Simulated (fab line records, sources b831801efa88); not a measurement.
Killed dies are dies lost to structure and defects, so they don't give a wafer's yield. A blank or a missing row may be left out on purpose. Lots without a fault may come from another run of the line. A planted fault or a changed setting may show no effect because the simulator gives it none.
fab line records | flow sfq_line | part 2 of 2: steps 22 to 31 of 31
record lots=5 wafers=15 last_day=94
route steps=325 shown I2@109 M3@118 I3@133
lots that met no fault: from a run of the same line without faults
start_h: hours from the record's first day to the start of the lot's first wafer shown | wait_h: hours since the lot's step before | " the same as in the row above | L1.1+2: a row that stands for several wafers | - no value, or no start given | * or withheld: withheld | < > ~ a bound
route shown NAME@n: a module of which the file shows steps, and the number in the route of the first | usual: mean/standard deviation of fault-free wafers | same: alike in all rows | chamber/n: place in a boat | sites: the reading at each site | _std_site: their standard deviation | _edge_site: outer sites' mean less inner sites' | radius_mm: how far each site lies from the wafer's centre | mask NAME#n: copy n | behind: the tool/chamber that last shaped the wafer | hold: why the lot was held/for how many hours/how that ended | device: the transistor (n, p or np) that didn't switch | end of line: the same wafers' tests at the end of the route | a step without rows: its recipe alone | killed: dies lost to structure and defects at the first sort, not the wafer's yield | map: a wafer's dies, x killed, . not, _ none there
set.NAME: the setting as run; set.NAME@STEP: as run at that earlier step | model.NAME: the simulator's own value behind a step, which no gauge read
lots at some steps of the route; a table a step, a row a wafer
services: from which hour (start_h, from the record's first day; less than 0 if before it) a tool's chamber was out of use, for how many hours, and why
## steps
# step SFQ_TRILAYER_M3_STRIP_STRIP_079
# recipe gas=O2 power_w=200 platen_temp_c=40 overash_fraction=0.65 chemistry=O2 pressure_mtorr=50
# usual drypump_motor_current_A=5.6/0.44 oes_product_au=0.999/0.008
# columns lot.wafer tool chamber start_h wait_h drypump_motor_current_A oes_product_au rf_hours_counter_h
L079.2 rie_metal-04 0 1152.32 0.1 5.6 1.002 44
L079.3 " 0 " " 5.6 1.006 -
L079.6 " 1 " " 6.2 1.003 -
L081.1 rie_metal-01 0 1182.44 0.1 5.9 1.005 17
L081.2 " 1 " " 5.4 1.000 122
L081.5 " 1 " " 5.4 0.990 -
L083.4 rie_metal-04 1 1200.15 0.7 6.2 1.005 -
L083.5 " 1 " " 6.2 1.001 -
L083.6 " 1 " " 6.2 1.004 -
L087.1 rie_metal-01 1 1231.77 0.1 5.3 0.995 1
L087.2 " 0 " " 5.9 0.990 25
L087.6 " 1 " " 5.4 0.985 -
L088.2 rie_metal-04 1 1256.02 0.1 6.2 1.012 113
L088.4 " 0 " " 5.5 1.007 -
L088.5 " 0 " " 5.5 1.007 -
# step SFQ_TRILAYER_M3_STRIP_SOLV_CLEAN_080
# recipe chemistry=NMP temp_c=70 time_s=600
# columns lot.wafer tool chamber start_h wait_h
L079.2+3+6 wet_bench-01 3,7,0 1152.92 0.4
L081.1+2+5 wet_bench-01 4,6,3 1183.04 0.4
L083.4+5+6 wet_bench-01 7,6,2 1200.75 0.4
L087.1+2+6 wet_bench-02 1,3,4 1232.37 0.4
L088.2+4+5 wet_bench-01 5,4,1 1256.62 0.4
# step SFQ_TRILAYER_I3_DEP_PECVD_081
# recipe material=SiO2 temp_c=150 time_s=111.11 pressure_torr=2.4 rf_w=183.3 precursor=SiH4/N2O target_thk_nm=500
# usual heater_power_w=75/11 throttle_valve_pct=24.8/1.4
# columns lot.wafer tool chamber start_h wait_h heater_power_w throttle_valve_pct
L079.2 pecvd-02 2 1153.09 0.0 76 24.6
L079.3 " 1 " " 88 26.1
L079.6 " 2 " " 78 24.2
L081.1 pecvd-01 0 1183.22 0.0 68 26.3
L081.2 " 2 " " 69 26.8
L081.5 " 1 " " 66 24.4
L083.4 pecvd-03 1 1200.97 0.0 68 23.4
L083.5 " 0 " " 73 21.8
L083.6 " 2 " " 59 24.9
L087.1 pecvd-02 1 1232.54 0.0 84 26.2
L087.2 " 0 " " 84 25.5
L087.6 " 0 " " 88 25.5
L088.2 pecvd-01 0 1256.79 0.0 70 26.7
L088.4 " 1 " " 77 24.3
L088.5 " 1 " " 77 24.8
# step SFQ_TRILAYER_I3_CMP_CMP_082
# recipe material=SiO2 down_force_psi=3 platen_rpm=60 pad_velocity_m_s=0.94248
# usual head_pressure_psi=3.000/0.0062 motor_current_A=10.4/1.1 time_to_endpoint_s=217/6.5
# columns lot.wafer tool chamber start_h wait_h head_pressure_psi motor_current_A time_to_endpoint_s
L079.3 cmp-01 0 1156.23 3.1 3.006 9.3 215
L079.2 " 1 " " 3.007 10.2 216
L079.6 " 0 1158.23 5.1 3.014 9.7 215
L081.2 cmp-02 1 1184.61 1.4 2.998 11.0 215
L081.1 " 3 1185.61 2.4 3.001 12.6 219
L081.5 " 2 1187.11 3.8 2.990 10.5 227
L083.4 cmp-01 0 1202.73 1.7 3.003 9.6 213
L083.6 " 1 " " 3.005 10.4 215
L083.5 " 2 " " 2.996 12.2 212
L087.2 cmp-02 2 1238.02 5.4 2.997 10.2 215
L087.1 " 3 " " 3.009 12.6 211
L087.6 " 0 " " 3.003 8.8 223
L088.2 cmp-02 2 1257.91 1.1 3.000 10.2 211
L088.4 " 3 " " 3.004 12.7 221
L088.5 " 0 " " 2.997 8.8 229
# step SFQ_I3_BOW_MEAS_922
# recipe mode=bow
# usual I3_BOW=5/8.8
# columns lot.wafer tool chamber start_h wait_h I3_BOW[um]
L079.2 film_metro-01 - 1159.25 2.0 0
L079.3 " - " " 1
L079.6 " - " " 5
L081.1 film_metro-01 - 1187.61 1.5 24
L081.2 " - " " 5
L081.5 " - " " 18
L083.4 film_metro-01 - 1204.29 1.1 15
L083.5 " - " " 11
L083.6 " - " " -3
L087.1 film_metro-03 - 1240.02 1.0 8
L087.2 " - " " -2
L087.6 " - " " 1
L088.2 film_metro-01 - 1259.93 1.5 27
L088.4 " - " " 15
L088.5 " - " " 22
# step SFQ_TRILAYER_I3_METRO_MEASURE_083
# usual thk_nm=200.3/0.97
# columns lot.wafer tool chamber start_h wait_h thk_nm
L079.2 film_metro-01 - 1159.55 0.3 199.5
L079.3 " - " " 199.8
L079.6 " - " " 199.6
L081.1 film_metro-01 - 1187.73 0.1 199.5
L081.2 " - " " 198.3
L081.5 " - " " 200.0
L083.4 film_metro-01 - 1204.95 0.6 199.9
L083.5 " - " " 200.3
L083.6 " - " " 200.0
L087.1 film_metro-03 - 1240.14 0.1 199.6
L087.2 " - " " 201.8
L087.6 " - " " 201.6
L088.2 film_metro-01 - 1260.23 0.3 200.5
L088.4 " - " " 201.0
L088.5 " - " " 200.3
# step SFQ_TRILAYER_I3_VIA_LITHO_COAT_090
# recipe resist=BARC spin_rpm=3000 resist_thk_nm=62
# usual chill_plate_temp_C=22.98/0.1 exhaust_pa=45.1/0.78 spin_speed_rpm=3000.3/2
# columns lot.wafer tool chamber start_h wait_h chill_plate_temp_C exhaust_pa spin_speed_rpm
L079.2 litho_track-02 0 1160.60 0.8 22.86 44.8 2995.1
L079.3 " 0 " " 22.83 45.7 3000.6
L079.6 " 0 " " 22.87 45.4 2996.2
L081.1 litho_track-04 0 1188.93 1.0 22.94 45.2 3001.2
L081.2 " 0 " " 23.10 46.2 3000.8
L081.5 " 0 " " 23.00 44.8 3002.9
L083.4 litho_track-03 0 1205.70 0.6 22.86 46.0 3004.0
L083.5 " 0 " " 23.11 45.0 3001.3
L083.6 " 0 " " 22.95 45.0 3001.6
L087.1 litho_track-02 0 1241.34 1.0 23.07 43.8 3001.1
L087.2 " 0 " " 23.10 44.7 3000.7
L087.6 " 0 " " 23.04 43.8 3002.3
L088.2 litho_track-04 0 1261.28 0.8 22.92 45.6 3000.4
L088.4 " 0 " " 22.97 45.0 2999.7
L088.5 " 0 " " 23.07 45.9 3002.5
# step SFQ_TRILAYER_I3_VIA_LITHO_COAT_085
# recipe resist=KrF spin_rpm=3000 resist_thk_nm=661.6
# usual chill_plate_temp_C=22.99/0.11 exhaust_pa=45.0/0.9 spin_speed_rpm=3000.2/1.7
# columns lot.wafer tool chamber start_h wait_h chill_plate_temp_C exhaust_pa spin_speed_rpm
L079.2 litho_track-02 0 1160.90 0.2 23.26 44.0 3001.3
L079.3 " 0 " " 23.14 42.8 3000.4
L079.6 " 0 " " 23.15 44.8 2997.5
L081.1 litho_track-04 0 1189.23 0.2 22.62 44.3 3002.3
L081.2 " 0 " " 22.80 44.6 2999.3
L081.5 " 0 " " 22.83 45.0 3000.8
L083.4 litho_track-03 0 1206.00 0.2 23.16 43.6 2999.3
L083.5 " 0 " " 23.16 44.7 2999.6
L083.6 " 0 " " 23.00 45.5 3000.8
L087.1 litho_track-02 0 1241.64 0.2 23.08 45.5 2997.5
L087.2 " 0 " " 22.94 44.4 2999.8
L087.6 " 0 " " 23.01 45.8 3001.3
L088.2 litho_track-04 0 1261.58 0.2 22.99 44.1 3000.4
L088.4 " 0 " " 23.04 46.4 2999.7
L088.5 " 0 " " 22.87 45.4 3000.9
# step SFQ_TRILAYER_I3_VIA_LITHO_SOFTBAKE_089
# recipe temp_c=withheld time_s=withheld resist=KrF
# usual chill_plate_temp_C=* exhaust_pa=44.9/0.83
# columns lot.wafer tool chamber start_h wait_h chill_plate_temp_C exhaust_pa
L079.2 litho_track-02 0 1161.18 0.2 * 44.4
L079.3 " 0 " " * 46.3
L079.6 " 0 " " * 45.4
L081.1 litho_track-04 0 1189.53 0.2 * 44.2
L081.2 " 0 " " * 46.2
L081.5 " 0 " " * 46.0
L083.4 litho_track-03 0 1206.23 0.2 * 44.5
L083.5 " 0 " " * 43.4
L083.6 " 0 " " * 43.9
L087.1 litho_track-02 0 1241.94 0.2 * 43.8
L087.2 " 0 " " * 44.0
L087.6 " 0 " " * 44.7
L088.2 litho_track-04 0 1261.86 0.2 * 44.6
L088.4 " 0 " " * 44.9
L088.5 " 0 " " * 45.0
# step SFQ_TRILAYER_I3_VIA_LITHO_EXPOSE_086
# recipe mask_id=I3 na=0.6 source_shape=conventional sigma_outer=0.65 target_cd_nm=500 dose_mj=21.3
# usual focus_offset_nm=0.1/0.53
# columns lot.wafer tool chamber start_h wait_h mask focus_offset_nm
L079.2 krf_scanner-02 0 1161.50 - I3#0 0.4
L079.3 " 0 " " I3#0 0.5
L079.6 " 0 " " I3#0 0.8
L081.1 krf_scanner-02 0 1335.94 - I3#0 0.1
L081.2 " 0 " " I3#0 0.0
L081.5 " 0 " " I3#0 -0.2
L083.4 krf_scanner-02 0 1349.74 - I3#0 0.8
L083.5 " 0 " " I3#0 1.1
L083.6 " 0 " " I3#0 0.2
L087.1 krf_scanner-02 0 1386.34 - I3#0 0.3
L087.2 " 0 " " I3#0 0.1
L087.6 " 0 " " I3#0 -0.3
L088.2 krf_scanner-01 0 1410.67 - I3#0 -0.6
L088.4 " 0 " " I3#0 -0.3
L088.5 " 0 " " I3#0 -0.5
## services
# columns tool chamber start_h hours kind
krf_scanner-01 - 983.81 4.0 repair
krf_scanner-01 - 995.01 0.8 pm
rie_metal-01 - 1033.21 7.0 repair
wet_bench-01 - 1044.36 8.9 repair
rie_diel-04 2 1062.87 2.8 repair
krf_scanner-01 - 1071.01 1.3 pm
rie_metal-01 - 1071.12 0.8 repair
krf_scanner-01 - 1079.67 2.5 repair
krf_scanner-01 - 1101.71 1.0 pm
rie_metal-01 1 1138.92 8.7 repair
rie_metal-01 - 1163.17 0.1 repair
krf_scanner-01 - 1163.80 0.8 pm
krf_scanner-01 - 1175.14 0.4 repair
rie_metal-01 - 1189.04 1.4 pm
rie_metal-04 0 1195.77 11.2 repair
krf_scanner-01 - 1246.85 1.3 pm
krf_scanner-01 - 1271.10 1.0 pm
wet_bench-01 - 1293.20 1.0 repair
rie_diel-04 2 1294.29 6.7 repair
krf_scanner-01 - 1332.22 0.8 pm
krf_scanner-01 - 1361.69 2.5 repair
krf_scanner-01 - 1371.86 3.6 pm
krf_scanner-01 - 1381.35 0.9 repair
rie_metal-04 - 1393.88 1.0 repair
